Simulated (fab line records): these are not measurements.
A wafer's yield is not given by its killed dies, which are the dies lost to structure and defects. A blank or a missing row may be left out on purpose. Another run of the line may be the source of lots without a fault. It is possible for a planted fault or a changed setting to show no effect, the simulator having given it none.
What tool caused it?    flow sky130    11 lots with 33 wafers sampled at 5 steps, on a route of 708 steps

== WHAT THE GAUGES READ, wafer by wafer ==
SKY_VT_ADJUST_HVTP_CD_MEAS_07 targets a cd of 380 nm.
lot   measured      on         cd-nm (nm)
L872  day 7 03:26   cd-sem-01  378.7 377.8 378.9
L874  day 7 04:56   cd-sem-02  372.3 375.7 374.6
L873  day 7 04:23   cd-sem-01  381.8 380.8 380.5
L876  day 7 17:07   cd-sem-02  377.5 381.4 377.3
L875  day 7 17:58   cd-sem-01  374.1 372.4 376.8
L877  day 8 05:58   cd-sem-01  378.4 380.6 379.1
L879  day 8 18:41   cd-sem-02  379.3 382.9 382.6
L882  day 9 14:13   cd-sem-01  370.3 377.4 378.6
L892  day 11 17:20  cd-sem-02  378.9 378.6 379.0
L893  day 11 17:56  cd-sem-01  376.2 372.0 378.2
L894  day 12 07:47  cd-sem-02  376.6 375.6 375.4

== TOOL THAT RAN EACH LOT (tool first, then ch and the chambers of the sampled wafers, then the start) ==
lot   SKY_FIELD_ISO_ETCH_14              SKY_DNWELL_STRIP_08                  SKY_NWELL_STRIP_25                    SKY_VT_ADJUST_HVTP_EXPOSE_04
L872  rie-diel-02 ch 1,2,3, day 2 09:32  plasma-asher-02 ch 0,1, day 4 04:55  plasma-asher-04 ch 0,1, day 6 07:34   iline-stepper-02 ch 0, day 6 17:37
L874  rie-diel-02 ch 0,1,2, day 2 18:20  plasma-asher-02 ch 0,1, day 4 05:24  plasma-asher-01 ch 0,1, day 6 09:06   iline-stepper-01 ch 0, day 6 19:02
L873  rie-diel-01 ch 0,1,2, day 2 18:37  plasma-asher-01 ch 0,1, day 4 05:11  plasma-asher-01 ch 0, day 6 08:13     iline-stepper-01 ch 0, day 6 18:43
L876  rie-diel-04 ch 2,3, day 3 07:31    plasma-asher-01 ch 0,1, day 4 17:58  plasma-asher-01 ch 0,1, day 6 21:34   iline-stepper-01 ch 0, day 7 07:38
L875  rie-diel-02 ch 0,1,2, day 3 08:02  plasma-asher-02 ch 0,1, day 4 18:22  plasma-asher-04 ch 0,1, day 6 22:03   iline-stepper-02 ch 0, day 7 07:59
L877  rie-diel-01 ch 0,2,3, day 3 17:04  plasma-asher-01 ch 0,1, day 5 04:21  plasma-asher-04 ch 0,1, day 7 10:02   iline-stepper-02 ch 0, day 7 20:45
L879  rie-diel-01 ch 1,2, day 4 01:43    plasma-asher-03 ch 0,1, day 5 13:25  plasma-asher-04 ch 0,1, day 7 22:20   iline-stepper-02 ch 0, day 8 08:17
L882  rie-diel-02 ch 0,1,3, day 4 13:47  plasma-asher-03 ch 0,1, day 6 04:51  plasma-asher-04 ch 0,1, day 8 17:03   iline-stepper-01 ch 0, day 9 04:05
L892  rie-diel-01 ch 0,2,3, day 6 19:04  plasma-asher-01 ch 0,1, day 8 00:41  plasma-asher-03 ch 0,1, day 10 17:27  iline-stepper-01 ch 0, day 11 05:29
L893  rie-diel-04 ch 0,3, day 6 22:49    plasma-asher-02 ch 0,1, day 8 00:52  plasma-asher-04 ch 0, day 10 17:48    iline-stepper-02 ch 0, day 11 06:10
L894  rie-diel-02 ch 1,2,3, day 7 04:13  plasma-asher-01 ch 0, day 8 12:16    plasma-asher-04 ch 0,1, day 11 07:22  iline-stepper-02 ch 0, day 11 19:49
- SKY_FIELD_ISO_ETCH_14: etches BARC in N2/H2, stops on SiO2, time 45.9 s, target depth 60 nm.
- SKY_DNWELL_STRIP_08: strips in O2/N2.
- SKY_NWELL_STRIP_25: strips in O2/N2.
- SKY_VT_ADJUST_HVTP_EXPOSE_04: exposes mask HVTPM, target cd 380 nm.

== THE ANSWER, worked out from the rows above alone ==
Rule: the lots themselves supply what counts as usual. The widest of any qualifying gaps counts: lots, ordered by their means at a reading, are off when they make up no more than a third of the lots, leave a main group of 4 or more, and stand apart from it by 3 or more times the standard deviation of that group's means. A main group whose means are all the same, to the digits that the tables above print for the reading, isn't used. Also off: a lot with no number at a reading for which 4 or more lots have one. Any other lot the step has rows for is counted as sound.
None of the lots is off at any reading shown; this tells nothing.

== WHAT WAS PUT IN BY THE SIMULATOR ==
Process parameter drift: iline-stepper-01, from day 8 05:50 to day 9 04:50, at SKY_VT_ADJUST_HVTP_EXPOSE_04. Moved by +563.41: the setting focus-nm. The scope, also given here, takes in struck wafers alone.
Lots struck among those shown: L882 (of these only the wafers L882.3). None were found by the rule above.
